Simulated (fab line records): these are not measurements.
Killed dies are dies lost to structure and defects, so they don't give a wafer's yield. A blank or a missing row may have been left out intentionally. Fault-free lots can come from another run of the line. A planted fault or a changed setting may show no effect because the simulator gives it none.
fab line records -- flow sky130
[record] lots = 14, wafers = 41, lastDay = 50
route steps=708 shown POLY_GATE@227 LDD_P@265 LDD_HVN@270 LDD_HVP@287 PAD_OPEN@708
lots that met no fault: taken from a fault-free run of the same line
startH: hours from the record's opening day to when the first of the lot's shown wafers began -- waitH: hours since the lot's step before -- " as in the row above -- L1.1+2: one row covering several wafers at once -- - no value, or no start given -- * or withheld: withheld -- < > ~ a bound
route shown NAME@n: a module of which the file shows steps, and the number in the route of the first -- usual: mean/standard deviation taken from wafers without a fault -- same: alike in all rows -- chamber/n: place in a boat -- sites: each site's reading -- _std_site: how widely they spread, as a standard deviation -- _edge_site: the outer-site mean with the inner-site mean subtracted -- radiusMm: how far each site lies from the wafer's centre -- mask NAME#n: copy n -- behind: tool/chamber where the wafer was last shaped -- hold: why the lot was held/for how many hours/how that ended -- device: names the non-switching transistor (n, p or np) -- end of line: tests run on the same wafers once the route is complete -- where a step has no rows: the recipe by itself -- killed: not the wafer's yield, but the dies lost to structure and defects at the first sort -- map: per-die view of a wafer (x killed, . not killed, _ where there is no die)
set.NAME: the setting as run; set.NAME@STEP: as run at that earlier step -- model.NAME: the simulator's own value behind a step, which no gauge read
the route's steps for a sample of lots (tables are steps, rows are wafers)
services: when a tool's chamber went out of use (startH, in hours from the record's first day, below 0 if earlier), for how many hours, and the reason
[[steps]]
[step SKY_POLY_GATE_CD_MEAS_13]
[recipe] targetCdNm = 150
[usual] cdNm = 150.2/1.6
lot.wafer,tool,chamber,startH,waitH,cdNm
L932.2,cdSem-01,-,369.83,-,151.7
L932.3,cdSem-01,-,369.83,-,151.6
L932.5,cdSem-01,-,369.83,-,150.5
L933.4,cdSem-02,-,373.37,-,149.7
L933.5,cdSem-02,-,373.37,-,148.5
L933.6,cdSem-02,-,373.37,-,147.8
L934.3,cdSem-02,-,384.55,-,151.2
L934.4,cdSem-02,-,384.55,-,150.2
L934.6,cdSem-02,-,384.55,-,151.6
L935.1,cdSem-01,-,388.93,-,151.3
L935.3,cdSem-01,-,388.93,-,151.3
L935.6,cdSem-01,-,388.93,-,151.9
L936.1,cdSem-02,-,412.16,-,148.2
L936.2,cdSem-02,-,412.16,-,148.3
L936.5,cdSem-02,-,412.16,-,145.7
L938.1,cdSem-02,-,423.53,-,150.8
L938.3,cdSem-02,-,423.53,-,149.0
L938.4,cdSem-02,-,423.53,-,150.3
L939.1,cdSem-02,-,433.41,-,151.4
L939.2,cdSem-02,-,433.41,-,151.3
L939.3,cdSem-02,-,433.41,-,151.3
L942.3,cdSem-01,-,457.22,-,150.9
L942.4,cdSem-01,-,457.22,-,151.6
L942.6,cdSem-01,-,457.22,-,149.5
L943.1,cdSem-02,-,466.88,-,150.3
L943.3,cdSem-02,-,466.88,-,149.2
L943.5,cdSem-02,-,466.88,-,149.7
L945.1,cdSem-01,-,488.51,-,147.4
L945.2,cdSem-01,-,488.51,-,148.6
L945.6,cdSem-01,-,488.51,-,146.9
L952.1,cdSem-02,-,542.68,-,152.3
L952.2,cdSem-02,-,542.68,-,154.1
L953.3,cdSem-02,-,553.25,-,149.3
L953.4,cdSem-02,-,553.25,-,149.9
L953.5,cdSem-02,-,553.25,-,149.4
L954.2,cdSem-02,-,555.56,-,149.7
L954.4,cdSem-02,-,555.56,-,149.4
L954.6,cdSem-02,-,555.56,-,150.9
L955.1,cdSem-01,-,562.71,-,150.4
L955.3,cdSem-01,-,562.71,-,150.4
L955.6,cdSem-01,-,562.71,-,150.1
[step SKY_LDD_P_STRIP_10]
[recipe] chemistry = O2/N2, powerW = 1400, pressureMtorr = 1500, platenTempC = withheld, o2FlowSccm = 3000, n2FlowSccm = 300, overashFraction = 0.5
[usual] drypumpMotorCurrentA = 5.5/0.41, oesProductAu = 0.716/0.0048, stripTimeToEndpointS = 14.19/0.042
[same] overashFraction = 0.5
lot.wafer,tool,chamber,startH,waitH,drypumpMotorCurrentA,oesProductAu,rfHoursCounterH,stripTimeToEndpointS
L932.2,plasmaAsher-02,0,434.72,0.1,5.5,0.711,0,14.20
L932.3,plasmaAsher-02,0,434.72,0.1,5.5,0.713,-,14.21
L932.5,plasmaAsher-02,0,434.72,0.1,5.5,0.716,-,14.22
L933.4,plasmaAsher-01,0,439.11,0.1,6.6,0.715,-,14.08
L933.5,plasmaAsher-01,0,439.11,0.1,6.7,0.716,-,14.13
L933.6,plasmaAsher-01,1,439.11,0.1,5.4,0.707,-,14.11
L934.3,plasmaAsher-02,0,448.01,0.1,5.5,0.713,-,14.21
L934.4,plasmaAsher-02,1,448.01,0.1,5.4,0.721,-,14.15
L934.6,plasmaAsher-02,1,448.01,0.1,5.4,0.725,-,14.18
L935.1,plasmaAsher-02,0,452.62,0.1,5.5,0.715,2,14.17
L935.3,plasmaAsher-02,0,452.62,0.1,5.5,0.718,-,14.21
L935.6,plasmaAsher-02,0,452.62,0.1,5.5,0.709,-,14.23
L936.1,plasmaAsher-02,1,477.27,0.1,5.4,0.717,4,14.21
L936.2,plasmaAsher-02,0,477.27,0.1,5.5,0.707,4,14.21
L936.5,plasmaAsher-02,0,477.27,0.1,5.5,0.712,-,14.19
L938.1,plasmaAsher-01,0,489.64,0.1,6.6,0.714,37,14.15
L938.3,plasmaAsher-01,1,489.64,0.1,5.4,0.715,-,14.19
L938.4,plasmaAsher-01,0,489.64,0.1,6.6,0.724,-,14.13
L939.1,plasmaAsher-02,0,500.59,0.1,5.5,0.713,7,14.18
L939.2,plasmaAsher-02,1,500.59,0.1,5.4,0.713,7,14.24
L939.3,plasmaAsher-02,0,500.59,0.1,5.5,0.717,-,14.24
L942.3,plasmaAsher-02,0,521.42,0.1,5.5,0.713,-,14.13
L942.4,plasmaAsher-02,1,521.42,0.1,5.4,0.712,-,14.17
L942.6,plasmaAsher-02,1,521.42,0.1,5.4,0.715,-,14.14
L943.1,plasmaAsher-04,0,532.42,0.1,5.3,0.729,84,14.18
L943.3,plasmaAsher-04,1,532.42,0.1,5.3,0.722,-,14.19
L943.5,plasmaAsher-04,0,532.42,0.1,5.3,0.707,-,14.23
L945.1,plasmaAsher-02,1,552.45,0.1,5.4,0.714,12,14.23
L945.2,plasmaAsher-02,0,552.45,0.1,5.5,0.721,12,14.18
L945.6,plasmaAsher-02,0,552.45,0.1,5.5,0.724,-,14.16
L952.1,plasmaAsher-01,1,604.12,0.1,5.4,0.708,48,14.22
L952.2,plasmaAsher-01,0,604.12,0.1,6.6,0.707,48,14.19
L953.3,plasmaAsher-04,1,615.00,0.1,5.3,0.714,-,14.20
L953.4,plasmaAsher-04,0,615.00,0.1,5.3,0.709,-,14.15
L953.5,plasmaAsher-04,1,615.00,0.1,5.3,0.712,-,14.15
L954.2,plasmaAsher-02,1,617.72,0.1,5.4,0.727,17,14.15
L954.4,plasmaAsher-02,1,617.72,0.1,5.4,0.716,-,14.20
L954.6,plasmaAsher-02,1,617.72,0.1,5.4,0.717,-,14.18
L955.1,plasmaAsher-02,0,625.07,0.1,5.5,0.713,18,14.18
L955.3,plasmaAsher-02,1,625.07,0.1,5.4,0.720,-,14.19
L955.6,plasmaAsher-02,1,625.07,0.1,5.4,0.717,-,14.12
[step SKY_LDD_HVN_SOFTBAKE_03]
[recipe] tempC = 90, timeS = 60, resist = NOVOLAK
[usual] heaterPowerTotalW = 56.59/0.045, plateTempC = 90.00/0.12, runLengthS = 89.29/0.11
lot.wafer,tool,chamber,startH,waitH,heaterPowerTotalW,plateTempC,runLengthS
L932.2,lithoTrack-03,0,450.49,0.1,56.59,90.22,89.22
L932.3,lithoTrack-03,0,450.49,0.1,56.61,90.16,89.50
L932.5,lithoTrack-03,0,450.49,0.1,56.60,90.03,89.26
L933.4,lithoTrack-02,0,454.66,0.1,56.65,89.91,89.44
L933.5,lithoTrack-02,0,454.66,0.1,56.57,89.96,89.23
L933.6,lithoTrack-02,0,454.66,0.1,56.57,90.15,89.23
L934.3,lithoTrack-02,0,463.38,0.1,56.63,90.06,89.42
L934.4,lithoTrack-02,0,463.38,0.1,56.60,89.82,89.49
L934.6,lithoTrack-02,0,463.38,0.1,56.64,90.10,89.26
L935.1,lithoTrack-03,0,467.37,0.1,56.60,90.15,89.22
L935.3,lithoTrack-03,0,467.37,0.1,56.60,90.04,89.27
L935.6,lithoTrack-03,0,467.37,0.1,56.61,90.00,89.22
L936.1,lithoTrack-04,0,491.92,0.1,56.61,90.03,89.17
L936.2,lithoTrack-04,0,491.92,0.1,56.53,90.26,89.15
L936.5,lithoTrack-04,0,491.92,0.1,56.59,90.11,89.20
L938.1,lithoTrack-04,0,504.62,0.1,56.60,89.95,89.34
L938.3,lithoTrack-04,0,504.62,0.1,56.57,89.99,89.21
L938.4,lithoTrack-04,0,504.62,0.1,56.53,89.81,89.51
L939.1,lithoTrack-04,0,515.62,0.1,56.66,90.01,89.23
L939.2,lithoTrack-04,0,515.62,0.1,56.58,90.12,89.22
L939.3,lithoTrack-04,0,515.62,0.1,56.63,90.14,89.16
L942.3,lithoTrack-04,0,536.27,0.1,56.60,89.85,89.46
L942.4,lithoTrack-04,0,536.27,0.1,56.53,89.99,89.22
L942.6,lithoTrack-04,0,536.27,0.1,56.59,89.88,89.32
L943.1,lithoTrack-03,0,546.92,0.1,56.66,89.88,89.39
L943.3,lithoTrack-03,0,546.92,0.1,56.56,89.79,89.39
L943.5,lithoTrack-03,0,546.92,0.1,56.61,89.94,89.24
L945.1,lithoTrack-03,0,567.12,0.1,56.57,89.66,89.21
L945.2,lithoTrack-03,0,567.12,0.1,56.58,90.11,89.32
L945.6,lithoTrack-03,0,567.12,0.1,56.52,90.03,89.39
L952.1,lithoTrack-03,0,617.87,0.1,56.56,89.98,89.41
L952.2,lithoTrack-03,0,617.87,0.1,57.54,-,86.85
L953.3,lithoTrack-03,0,629.92,0.1,56.47,89.94,89.31
L953.4,lithoTrack-03,0,629.92,0.1,57.66,-,86.41
L953.5,lithoTrack-03,0,629.92,0.1,56.63,89.93,89.16
L954.2,lithoTrack-04,0,632.94,0.1,56.59,89.99,89.37
L954.4,lithoTrack-04,0,632.94,0.1,56.61,89.92,89.27
L954.6,lithoTrack-04,0,632.94,0.1,56.66,89.98,89.09
L955.1,lithoTrack-04,0,639.97,0.1,56.56,90.03,89.37
L955.3,lithoTrack-04,0,639.97,0.1,56.64,89.86,89.17
L955.6,lithoTrack-04,0,639.97,0.1,56.55,90.00,89.12
[step SKY_LDD_HVP_STRIP_09]
[recipe] chemistry = O2/N2, powerW = 1400, pressureMtorr = 1500, platenTempC = withheld, o2FlowSccm = 3000, n2FlowSccm = 300, overashFraction = 0.5
[usual] drypumpMotorCurrentA = 5.5/0.42, oesProductAu = 0.408/0.0041, stripTimeToEndpointS = 4.132/0.016
[same] overashFraction = 0.5
lot.wafer,tool,chamber,startH,waitH,drypumpMotorCurrentA,oesProductAu,rfHoursCounterH,stripTimeToEndpointS
L932.2,plasmaAsher-04,0,496.52,0.1,5.3,0.406,81,4.126
L932.3,plasmaAsher-04,0,496.52,0.1,5.3,0.413,-,4.110
L932.5,plasmaAsher-04,0,496.52,0.1,5.3,0.409,-,4.127
L933.4,plasmaAsher-03,1,500.80,0.1,5.4,0.407,-,4.136
L933.5,plasmaAsher-03,1,500.80,0.1,5.3,0.403,-,4.136
L933.6,plasmaAsher-03,0,500.80,0.1,6.4,0.408,-,4.128
L934.3,plasmaAsher-03,1,509.28,0.1,5.3,0.416,-,4.132
L934.4,plasmaAsher-03,0,509.28,0.1,6.4,0.409,-,4.132
L934.6,plasmaAsher-03,1,509.28,0.1,5.3,0.407,-,4.114
L935.1,plasmaAsher-03,0,513.55,0.1,6.5,0.403,69,4.133
L935.3,plasmaAsher-03,1,513.55,0.1,5.4,0.406,-,4.145
L935.6,plasmaAsher-03,1,513.55,0.1,5.4,0.412,-,4.131
L936.1,plasmaAsher-02,1,537.77,0.1,5.4,0.410,10,4.137
L936.2,plasmaAsher-02,0,537.77,0.1,5.5,0.407,10,4.147
L936.5,plasmaAsher-02,1,537.77,0.1,5.4,0.413,-,4.140
L938.1,plasmaAsher-03,1,550.15,0.1,5.3,0.400,72,4.106
L938.3,plasmaAsher-03,0,550.15,0.1,6.4,0.403,-,4.093
L938.4,plasmaAsher-03,1,550.15,0.1,5.3,0.409,-,4.107
L939.1,plasmaAsher-04,1,561.45,0.1,5.3,0.408,87,4.132
L939.2,plasmaAsher-04,0,561.45,0.1,5.3,0.412,87,4.116
L939.3,plasmaAsher-04,0,561.45,0.1,5.3,0.417,-,4.106
L942.3,plasmaAsher-04,1,580.93,0.1,5.3,0.413,-,4.153
L942.4,plasmaAsher-04,0,580.93,0.1,5.3,0.412,-,4.154
L942.6,plasmaAsher-04,0,580.93,0.1,5.3,0.410,-,4.147
L943.1,plasmaAsher-04,1,590.50,0.1,5.3,0.401,90,4.120
L943.3,plasmaAsher-04,0,590.50,0.1,5.3,0.408,-,4.147
L943.5,plasmaAsher-04,0,590.50,0.1,5.3,0.409,-,4.128
L945.1,plasmaAsher-02,0,611.85,0.1,5.5,0.407,16,4.134
L945.2,plasmaAsher-02,1,611.85,0.1,5.4,0.409,16,4.107
L945.6,plasmaAsher-02,0,611.85,0.1,5.5,0.415,-,4.116
L952.1,plasmaAsher-04,0,662.80,0.1,5.3,0.405,97,4.131
L952.2,plasmaAsher-04,1,662.80,0.1,5.3,0.410,97,4.119
L953.3,plasmaAsher-03,0,673.25,0.1,6.5,0.399,-,4.122
L953.4,plasmaAsher-03,1,673.25,0.1,5.3,0.411,-,4.127
L953.5,plasmaAsher-03,0,673.25,0.1,6.4,0.408,-,4.121
L954.2,plasmaAsher-04,1,675.85,0.1,5.3,0.404,98,4.131
L954.4,plasmaAsher-04,1,675.85,0.1,5.3,0.404,-,4.147
L954.6,plasmaAsher-04,0,675.85,0.1,5.3,0.412,-,4.138
L955.1,plasmaAsher-04,1,683.10,0.1,5.3,0.415,99,4.135
L955.3,plasmaAsher-04,0,683.10,0.1,5.3,0.405,-,4.133
L955.6,plasmaAsher-04,1,683.10,0.1,5.3,0.410,-,4.124
[step SKY_PAD_OPEN_PROBE_99]
[usual] killed_at_M0_to_M3 = 42/6.1, killed_at_M4_up = 3.4/2, killedAtContacts = 23/4.8, killedAtFrontEnd = 15/3.8, killedAtOther = 0.3/0.48, killedDies = 84/8.5, killedOpen = 46/6.8, killedShort = 38/6.2
[same] grossDies = 492, killedAtBackSide = 0
lot.wafer,tool,chamber,startH,waitH,killed_at_M0_to_M3,killed_at_M4_up,killedAtContacts,killedAtFrontEnd,killedAtOther,killedDies,killedOpen,killedShort
L932.2,prober-01,-,1079.49,0.1,45,2,30,16,1,94,51,42
L932.3,prober-01,-,1079.54,0.2,38,3,23,16,0,80,44,35
L932.5,prober-01,-,1079.64,0.2,37,2,25,14,1,79,47,32
L933.4,prober-02,-,1083.79,0.2,38,3,25,14,0,80,55,25
L933.5,prober-02,-,1083.84,0.2,55,3,21,20,0,99,51,48
L933.6,prober-02,-,1083.89,0.2,34,5,26,16,0,81,45,36
L934.3,prober-01,-,1088.24,0.2,34,5,36,20,0,95,51,44
L934.4,prober-01,-,1088.29,0.2,44,2,20,9,0,75,42,33
L934.6,prober-01,-,1088.39,0.2,47,2,20,17,0,86,48,38
L935.1,prober-02,-,1089.89,0.1,33,1,29,21,0,84,54,30
L935.3,prober-02,-,1089.99,0.2,51,5,23,17,2,98,54,44
L935.6,prober-02,-,1090.14,0.2,37,6,18,17,0,78,39,39
L936.1,prober-01,-,1110.54,0.1,47,6,22,22,1,98,59,39
L936.2,prober-01,-,1110.59,0.1,45,3,27,18,1,94,56,38
L936.5,prober-01,-,1110.74,0.2,49,3,19,14,0,85,40,45
L938.1,prober-01,-,1116.94,0.1,38,5,31,10,0,84,41,43
L938.3,prober-01,-,1117.04,0.2,37,1,26,15,0,79,41,38
L938.4,prober-01,-,1117.09,0.2,29,5,24,6,0,64,37,27
L939.1,prober-02,-,1125.09,0.1,42,4,15,13,0,74,43,31
L939.2,prober-02,-,1125.14,0.1,48,5,28,17,0,98,47,51
L939.3,prober-02,-,1125.19,0.2,32,3,24,12,0,71,46,25
L942.3,prober-01,-,1140.69,0.2,41,3,23,19,0,86,47,39
L942.4,prober-01,-,1140.74,0.2,35,1,24,16,0,76,44,32
L942.6,prober-01,-,1140.84,0.2,47,4,18,16,0,85,51,34
L943.1,prober-02,-,1144.88,0.1,38,3,16,20,1,78,37,40
L943.3,prober-02,-,1144.98,0.2,35,4,20,16,0,75,35,40
L943.5,prober-02,-,1145.08,0.2,51,4,24,21,0,100,48,50
L945.1,prober-02,-,1156.67,0.1,51,3,17,16,0,87,45,41
L945.2,prober-02,-,1156.72,0.1,47,3,12,17,1,80,53,25
L945.6,prober-02,-,1156.92,0.2,39,6,22,11,0,78,48,28
L953.3,prober-01,-,1192.27,0.2,51,3,31,11,0,96,58,37
L953.4,prober-01,-,1192.32,0.2,42,2,28,20,0,92,51,40
L953.5,prober-01,-,1192.37,0.2,43,9,26,17,0,95,47,48
L954.2,prober-02,-,1194.38,0.1,46,2,26,20,0,94,42,51
L954.4,prober-02,-,1194.48,0.2,37,3,31,11,0,82,43,39
L954.6,prober-02,-,1194.58,0.2,38,2,21,14,0,75,38,37
L955.3,prober-01,-,1198.13,0.2,30,4,33,15,0,82,55,27
L955.6,prober-01,-,1198.28,0.2,43,4,18,13,0,78,43,35
// killed by level:class
L932.2 VIA1:geometricParticle:open=10 LI_CONTACT:geometricParticle:open=10 CONTACT:geometricParticle:open=8 VIA3:geometricParticle:open=8 METAL2:geometricParticle:short=7 VIA3:geometricParticle:short=7 POLY_GATE:geometricParticle:open=5 LOCAL_INTERCONNECT:geometricParticle:short=5
L932.3 LI_CONTACT:geometricParticle:open=13 VIA1:geometricParticle:open=11 VIA3:geometricParticle:open=7 METAL2:geometricParticle:short=6 CONTACT:geometricParticle:open=5 VIA2:geometricParticle:short=5 FIELD_ISO:geometricParticle:short=4 FIELD_ISO:geometricParticle:open=3
L932.5 CONTACT:geometricParticle:open=10 VIA1:geometricParticle:open=8 CONTACT:geometricParticle:short=6 VIA3:geometricParticle:open=6 METAL2:geometricParticle:short=5 VIA2:geometricParticle:open=5 FIELD_ISO:geometricParticle:short=4 LI_CONTACT:geometricParticle:open=4
L933.4 CONTACT:geometricParticle:open=13 VIA1:geometricParticle:open=13 LI_CONTACT:geometricParticle:open=8 VIA3:geometricParticle:open=6 POLY_GATE:geometricParticle:open=5 VIA1:geometricParticle:short=4 METAL2:geometricParticle:short=4 POLY_GATE:geometricParticle:short=3
L933.5 VIA1:geometricParticle:open=12 CONTACT:geometricParticle:open=8 POLY_GATE:geometricParticle:short=6 METAL1:geometricParticle:short=6 METAL2:geometricParticle:short=6 VIA3:geometricParticle:open=6 POLY_GATE:geometricParticle:open=5 LI_CONTACT:geometricParticle:open=5
L933.6 CONTACT:geometricParticle:open=11 VIA1:geometricParticle:open=10 LI_CONTACT:geometricParticle:open=7 FIELD_ISO:geometricParticle:short=6 VIA2:geometricParticle:open=6 VIA1:geometricParticle:short=5 METAL4:geometricParticle:short=5 CONTACT:geometricParticle:short=4
L934.3 CONTACT:geometricParticle:open=13 FIELD_ISO:geometricParticle:short=9 VIA1:geometricParticle:open=7 VIA2:geometricParticle:open=7 CONTACT:geometricParticle:short=6 LI_CONTACT:geometricParticle:short=6 FIELD_ISO:geometricParticle:open=5 LI_CONTACT:geometricParticle:open=5
L934.4 CONTACT:geometricParticle:open=10 VIA1:geometricParticle:open=10 VIA2:geometricParticle:open=6 VIA3:geometricParticle:open=6 METAL1:geometricParticle:short=5 VIA1:geometricParticle:short=5 METAL3:geometricParticle:short=5 POLY_GATE:geometricParticle:open=4
L934.6 CONTACT:geometricParticle:open=10 VIA3:geometricParticle:open=10 METAL2:geometricParticle:short=7 POLY_GATE:geometricParticle:short=6 LI_CONTACT:geometricParticle:open=6 METAL1:geometricParticle:short=6 VIA1:geometricParticle:open=6 VIA2:geometricParticle:open=5
L935.1 CONTACT:geometricParticle:open=17 VIA1:geometricParticle:open=8 FIELD_ISO:geometricParticle:open=7 FIELD_ISO:geometricParticle:short=5 POLY_GATE:geometricParticle:short=5 VIA3:geometricParticle:open=5 LI_CONTACT:geometricParticle:open=4 VIA1:geometricParticle:short=4
L935.3 CONTACT:geometricParticle:open=12 METAL2:geometricParticle:short=10 VIA1:geometricParticle:open=9 VIA2:geometricParticle:open=6 VIA2:geometricParticle:short=6 FIELD_ISO:geometricParticle:short=5 FIELD_ISO:geometricParticle:open=5 LI_CONTACT:geometricParticle:open=5
L935.6 LI_CONTACT:geometricParticle:open=8 CONTACT:geometricParticle:open=8 METAL3:geometricParticle:short=6 VIA1:geometricParticle:open=6 POLY_GATE:geometricParticle:short=5 METAL1:geometricParticle:short=5 FIELD_ISO:geometricParticle:short=4 FIELD_ISO:geometricParticle:open=4
L936.1 CONTACT:geometricParticle:open=12 VIA1:geometricParticle:open=10 FIELD_ISO:geometricParticle:open=7 VIA3:geometricParticle:open=7 VIA1:geometricParticle:short=7 FIELD_ISO:geometricParticle:short=6 METAL1:geometricParticle:short=5 VIA2:geometricParticle:open=5
L936.2 CONTACT:geometricParticle:open=12 VIA1:geometricParticle:open=10 METAL2:geometricParticle:short=8 LI_CONTACT:geometricParticle:open=7 VIA2:geometricParticle:open=7 FIELD_ISO:geometricParticle:short=5 VIA3:geometricParticle:open=5 FIELD_ISO:geometricParticle:open=4
L936.5 CONTACT:geometricParticle:open=11 VIA2:geometricParticle:open=8 FIELD_ISO:geometricParticle:short=7 METAL2:geometricParticle:short=7 METAL1:geometricParticle:short=6 VIA1:geometricParticle:short=5 VIA3:geometricParticle:open=5 FIELD_ISO:geometricParticle:open=4
L938.1 LI_CONTACT:geometricParticle:open=12 VIA2:geometricParticle:open=6 LOCAL_INTERCONNECT:geometricParticle:short=6 CONTACT:geometricParticle:short=5 VIA1:geometricParticle:open=5 METAL2:geometricParticle:short=5 LI_CONTACT:geometricParticle:short=4 CONTACT:geometricParticle:open=4
L938.3 CONTACT:geometricParticle:open=9 VIA1:geometricParticle:open=9 CONTACT:geometricParticle:short=5 VIA1:geometricParticle:short=5 VIA3:geometricParticle:open=5 FIELD_ISO:geometricParticle:short=4 LOCAL_INTERCONNECT:geometricParticle:short=4 VIA2:geometricParticle:open=4
L938.4 VIA1:geometricParticle:open=12 LI_CONTACT:geometricParticle:open=7 CONTACT:geometricParticle:open=7 CONTACT:geometricParticle:short=4 METAL1:geometricParticle:short=4 VIA1:geometricParticle:short=4 METAL4:geometricParticle:short=4 FIELD_ISO:geometricParticle:open=3
L939.1 VIA1:geometricParticle:open=10 CONTACT:geometricParticle:open=8 METAL1:geometricParticle:short=8 VIA2:geometricParticle:open=8 FIELD_ISO:geometricParticle:open=6 VIA2:geometricParticle:short=4 POLY_GATE:geometricParticle:open=3 LI_CONTACT:geometricParticle:open=3
L939.2 CONTACT:geometricParticle:open=9 METAL1:geometricParticle:short=9 VIA1:geometricParticle:open=9 METAL2:geometricParticle:short=7 CONTACT:geometricParticle:short=6 FIELD_ISO:geometricParticle:short=5 VIA3:geometricParticle:open=5 LI_CONTACT:geometricParticle:open=5
L939.3 VIA1:geometricParticle:open=9 LI_CONTACT:geometricParticle:open=8 VIA2:geometricParticle:open=6 VIA3:geometricParticle:open=6 CONTACT:geometricParticle:open=5 CONTACT:geometricParticle:short=5 POLY_GATE:geometricParticle:open=4 METAL1:geometricParticle:short=4
L942.3 CONTACT:geometricParticle:open=10 FIELD_ISO:geometricParticle:open=7 VIA1:geometricParticle:open=7 CONTACT:geometricParticle:short=6 VIA2:geometricParticle:open=6 VIA3:geometricParticle:open=5 FIELD_ISO:geometricParticle:short=4 LI_CONTACT:geometricParticle:short=4
L942.4 VIA1:geometricParticle:open=8 CONTACT:geometricParticle:open=7 FIELD_ISO:geometricParticle:short=6 LI_CONTACT:geometricParticle:open=6 VIA3:geometricParticle:open=6 METAL1:geometricParticle:short=6 VIA2:geometricParticle:open=6 FIELD_ISO:geometricParticle:open=4
L942.6 VIA1:geometricParticle:open=12 FIELD_ISO:geometricParticle:open=8 VIA2:geometricParticle:open=7 LI_CONTACT:geometricParticle:open=6 CONTACT:geometricParticle:open=6 METAL2:geometricParticle:short=6 VIA3:geometricParticle:open=6 METAL1:geometricParticle:short=5
L943.1 VIA1:geometricParticle:open=9 VIA3:geometricParticle:open=8 CONTACT:geometricParticle:short=7 FIELD_ISO:geometricParticle:short=6 FIELD_ISO:geometricParticle:open=5 POLY_GATE:geometricParticle:short=5 VIA3:geometricParticle:short=5 LI_CONTACT:geometricParticle:open=4
L943.3 VIA2:geometricParticle:open=7 FIELD_ISO:geometricParticle:short=6 VIA1:geometricParticle:open=6 POLY_GATE:geometricParticle:short=5 CONTACT:geometricParticle:open=5 VIA3:geometricParticle:short=5 LI_CONTACT:geometricParticle:short=4 LI_CONTACT:geometricParticle:open=4
L943.5 POLY_GATE:geometricParticle:open=9 VIA1:geometricParticle:open=8 VIA3:geometricParticle:open=8 LOCAL_INTERCONNECT:geometricParticle:short=7 CONTACT:geometricParticle:open=7 METAL2:geometricParticle:short=7 VIA2:geometricParticle:short=6 LI_CONTACT:geometricParticle:open=5
L945.1 METAL1:geometricParticle:short=10 VIA1:geometricParticle:open=10 LI_CONTACT:geometricParticle:open=8 VIA3:geometricParticle:open=5 FIELD_ISO:geometricParticle:short=4 FIELD_ISO:geometricParticle:open=4 VIA2:geometricParticle:open=4 CONTACT:geometricParticle:short=4
L945.2 VIA1:geometricParticle:open=15 VIA3:geometricParticle:open=10 FIELD_ISO:geometricParticle:open=9 LI_CONTACT:geometricParticle:open=5 CONTACT:geometricParticle:open=5 VIA1:geometricParticle:short=5 METAL2:geometricParticle:short=5 VIA2:geometricParticle:open=4
L945.6 VIA1:geometricParticle:open=14 CONTACT:geometricParticle:open=7 LI_CONTACT:geometricParticle:open=6 POLY_GATE:geometricParticle:open=5 LI_CONTACT:geometricParticle:short=5 METAL1:geometricParticle:open=5 VIA1:geometricParticle:short=4 VIA2:geometricParticle:open=4
L953.3 VIA1:geometricParticle:open=18 CONTACT:geometricParticle:open=12 LI_CONTACT:geometricParticle:open=7 METAL1:geometricParticle:short=7 VIA2:geometricParticle:open=6 VIA3:geometricParticle:open=5 VIA3:geometricParticle:short=5 FIELD_ISO:geometricParticle:short=4
L953.4 LI_CONTACT:geometricParticle:open=7 VIA1:geometricParticle:short=7 CONTACT:geometricParticle:open=7 VIA1:geometricParticle:open=7 VIA3:geometricParticle:open=7 FIELD_ISO:geometricParticle:open=6 LOCAL_INTERCONNECT:geometricParticle:short=6 VIA2:geometricParticle:open=6
L953.5 VIA1:geometricParticle:open=12 VIA1:geometricParticle:short=8 METAL4:geometricParticle:short=7 LI_CONTACT:geometricParticle:open=6 CONTACT:geometricParticle:open=6 FIELD_ISO:geometricParticle:open=5 LI_CONTACT:geometricParticle:short=5 CONTACT:geometricParticle:short=5
L954.2 CONTACT:geometricParticle:short=9 METAL2:geometricParticle:short=9 METAL1:geometricParticle:short=8 CONTACT:geometricParticle:open=7 VIA1:geometricParticle:open=7 POLY_GATE:geometricParticle:short=5 LI_CONTACT:geometricParticle:open=5 VIA2:geometricParticle:open=5
L954.4 METAL1:geometricParticle:short=12 LI_CONTACT:geometricParticle:open=10 CONTACT:geometricParticle:short=7 CONTACT:geometricParticle:open=7 VIA2:geometricParticle:open=6 VIA3:geometricParticle:open=6 FIELD_ISO:geometricParticle:open=4 LOCAL_INTERCONNECT:geometricParticle:short=4
L954.6 CONTACT:geometricParticle:open=7 VIA1:geometricParticle:open=6 METAL1:geometricParticle:short=5 LOCAL_INTERCONNECT:geometricParticle:short=5 VIA2:geometricParticle:open=5 FIELD_ISO:geometricParticle:short=4 FIELD_ISO:geometricParticle:open=4 VIA3:geometricParticle:short=4
L955.3 LI_CONTACT:geometricParticle:open=11 CONTACT:geometricParticle:open=10 VIA3:geometricParticle:open=10 FIELD_ISO:geometricParticle:open=7 VIA1:geometricParticle:open=5 CONTACT:geometricParticle:short=4 VIA3:geometricParticle:short=4 FIELD_ISO:geometricParticle:short=3
L955.6 CONTACT:geometricParticle:open=11 VIA1:geometricParticle:open=9 VIA3:geometricParticle:open=9 METAL1:geometricParticle:short=6 METAL2:geometricParticle:short=4 VIA2:geometricParticle:short=4 FIELD_ISO:geometricParticle:open=3 FIELD_ISO:geometricParticle:short=3
[[services]]
tool,chamber,startH,hours,kind
plasmaAsher-02,-,421.25,9.0,pm
plasmaAsher-02,0,421.25,9.0,ventCycle
plasmaAsher-02,1,421.25,9.0,ventCycle
plasmaAsher-02,0,430.25,-,clean
plasmaAsher-02,1,430.25,-,clean
lithoTrack-02,-,538.91,-,consumableReplace:filter
plasmaAsher-02,-,556.41,12.3,pm
plasmaAsher-02,-,576.48,2.1,repair
plasmaAsher-04,-,654.46,0.6,repair
[[key]]
[firstSign] step = SKY_LDD_HVN_SOFTBAKE_03, reading = runLengthS, direction = down, sigmas = 23, usual = *, struck = *
[effect] step = SKY_LDD_HVN_SOFTBAKE_03, reading = heaterPowerTotalW, direction = up, sigmas = 22, usual = *, struck = *
metAt SKY_LDD_HVN_SOFTBAKE_03
struckLots L952,L953
struckWafers L952.2,L953.4
sortLeftOut L952.2
testerLeftOut L952,L953
notActingAt SKY_POLY_GATE_CD_MEAS_13,SKY_LDD_P_STRIP_10,SKY_LDD_HVP_STRIP_09
onsetBetween 567.12 617.87
[fault] kind = processParameterDrift, tool = lithoTrack-03, chamber = -, onsetH = 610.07, steps = SKY_LDD_HVN_SOFTBAKE_03, channel = timeS, offset = *, shape = step, endH = 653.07, scope = struckWafersOnly, actsIn = *, stated = *
// testerLeftOut: of these lots the tester's yield and bins aren't shown, on N5 and GAA mostly nor the transistor test; their killed dies are dies lost to structure and defects alone, not to doping, threshold or leakage, so they don't give the yield
// sortLeftOut: the simulated sort isn't trusted on such a fault, so these wafers' sort isn't shown, and their yield isn't known
